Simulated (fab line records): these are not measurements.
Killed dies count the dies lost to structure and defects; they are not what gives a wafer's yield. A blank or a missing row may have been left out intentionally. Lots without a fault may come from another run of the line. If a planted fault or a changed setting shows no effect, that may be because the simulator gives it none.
Which of the tools did it? || flow sky130 || 14 lots, 42 wafers sampled, at 1 step of a route of 708

WHAT THE GAUGES READ, wafer by wafer
Not one reading of a measure or inspect step in the record can be checked against a usual standard deviation.

EACH LOT AND THE TOOL THAT RAN IT (in order: tool; ch and the chambers of the sampled wafers; start)
{"lot": "L839", "SKY_LDD_LDN_SOFTBAKE_03": "litho-track-03 ch 0, day 22 11:59"}
{"lot": "L840", "SKY_LDD_LDN_SOFTBAKE_03": "litho-track-01 ch 0, day 22 22:29"}
{"lot": "L841", "SKY_LDD_LDN_SOFTBAKE_03": "litho-track-03 ch 0, day 23 10:02"}
{"lot": "L842", "SKY_LDD_LDN_SOFTBAKE_03": "litho-track-01 ch 0, day 23 21:38"}
{"lot": "L848", "SKY_LDD_LDN_SOFTBAKE_03": "litho-track-01 ch 0, day 25 20:45"}
{"lot": "L849", "SKY_LDD_LDN_SOFTBAKE_03": "litho-track-03 ch 0, day 26 05:58"}
{"lot": "L850", "SKY_LDD_LDN_SOFTBAKE_03": "litho-track-03 ch 0, day 26 18:17"}
{"lot": "L852", "SKY_LDD_LDN_SOFTBAKE_03": "litho-track-04 ch 0, day 27 11:43"}
{"lot": "L854", "SKY_LDD_LDN_SOFTBAKE_03": "litho-track-01 ch 0, day 27 22:11"}
{"lot": "L856", "SKY_LDD_LDN_SOFTBAKE_03": "litho-track-01 ch 0, day 28 16:30"}
{"lot": "L857", "SKY_LDD_LDN_SOFTBAKE_03": "litho-track-01 ch 0, day 29 02:38"}
{"lot": "L859", "SKY_LDD_LDN_SOFTBAKE_03": "litho-track-03 ch 0, day 29 19:28"}
{"lot": "L860", "SKY_LDD_LDN_SOFTBAKE_03": "litho-track-03 ch 0, day 29 22:41"}
{"lot": "L861", "SKY_LDD_LDN_SOFTBAKE_03": "litho-track-03 ch 0, day 30 08:53"}
- SKY_LDD_LDN_SOFTBAKE_03: time 60 s.

AS READ BY THE TOOLS THEMSELVES (means over the sampled wafers that have a number; for cases with no such wafer, the mark the record gives instead)
SKY_LDD_LDN_SOFTBAKE_03. Usual: heater-power-total-W 56.60 W, standard deviation 0.044; plate-temp-C 90.03 C, standard deviation 0.12; resist-line-temp-C 22.99 C, standard deviation 0.11.
{"lot": "L839", "tool": "litho-track-03", "heater-power-total-W (W)": 56.61, "plate-temp-C (C)": 89.96, "resist-line-temp-C (C)": 22.89, "flag": ""}
{"lot": "L840", "tool": "litho-track-01", "heater-power-total-W (W)": 56.62, "plate-temp-C (C)": 90.06, "resist-line-temp-C (C)": 23.03, "flag": ""}
{"lot": "L841", "tool": "litho-track-03", "heater-power-total-W (W)": 56.61, "plate-temp-C (C)": 89.98, "resist-line-temp-C (C)": 23.12, "flag": ""}
{"lot": "L842", "tool": "litho-track-01", "heater-power-total-W (W)": 56.62, "plate-temp-C (C)": 89.91, "resist-line-temp-C (C)": 22.97, "flag": ""}
{"lot": "L848", "tool": "litho-track-01", "heater-power-total-W (W)": 56.62, "plate-temp-C (C)": 89.95, "resist-line-temp-C (C)": 22.89, "flag": ""}
{"lot": "L849", "tool": "litho-track-03", "heater-power-total-W (W)": 54.21, "plate-temp-C (C)": 87.34, "resist-line-temp-C (C)": 23.09, "flag": "OFF"}
{"lot": "L850", "tool": "litho-track-03", "heater-power-total-W (W)": 54.29, "plate-temp-C (C)": 87.35, "resist-line-temp-C (C)": 23.05, "flag": "OFF"}
{"lot": "L852", "tool": "litho-track-04", "heater-power-total-W (W)": 56.56, "plate-temp-C (C)": 90.09, "resist-line-temp-C (C)": 22.87, "flag": ""}
{"lot": "L854", "tool": "litho-track-01", "heater-power-total-W (W)": 56.60, "plate-temp-C (C)": 89.97, "resist-line-temp-C (C)": 23.02, "flag": ""}
{"lot": "L856", "tool": "litho-track-01", "heater-power-total-W (W)": 56.60, "plate-temp-C (C)": 90.08, "resist-line-temp-C (C)": 23.12, "flag": ""}
{"lot": "L857", "tool": "litho-track-01", "heater-power-total-W (W)": 56.54, "plate-temp-C (C)": 90.16, "resist-line-temp-C (C)": 22.96, "flag": ""}
{"lot": "L859", "tool": "litho-track-03", "heater-power-total-W (W)": 56.64, "plate-temp-C (C)": 90.04, "resist-line-temp-C (C)": 23.02, "flag": ""}
{"lot": "L860", "tool": "litho-track-03", "heater-power-total-W (W)": 56.60, "plate-temp-C (C)": 90.02, "resist-line-temp-C (C)": 23.02, "flag": ""}
{"lot": "L861", "tool": "litho-track-03", "heater-power-total-W (W)": 56.59, "plate-temp-C (C)": 90.06, "resist-line-temp-C (C)": 23.12, "flag": ""}

THE ANSWER, worked out from the rows above alone
Rule: take the mean of a lot's wafers that have a number; if it is more than 3 standard deviations from the usual mean, the lot is off. Also off: a lot with no number at a reading for which 4 or more lots have one. Any other lot the step has rows for is counted as sound. The gauges are gone through in route order, then the tools' own readings, and for those a lot's mean is taken as printed above. At the first step where some lot is off, the reading lying furthest off is the one used; lots without a number count as furthest.
Off: L849, L850, at SKY_LDD_LDN_SOFTBAKE_03 (heater-power-total-W).
If a tool, at that step or one of the process steps before it, ran each lot that is off and ran no sound lot following the first of them, it fits. Of those tried, none fits.

WHAT THE SIMULATOR HAD PUT IN
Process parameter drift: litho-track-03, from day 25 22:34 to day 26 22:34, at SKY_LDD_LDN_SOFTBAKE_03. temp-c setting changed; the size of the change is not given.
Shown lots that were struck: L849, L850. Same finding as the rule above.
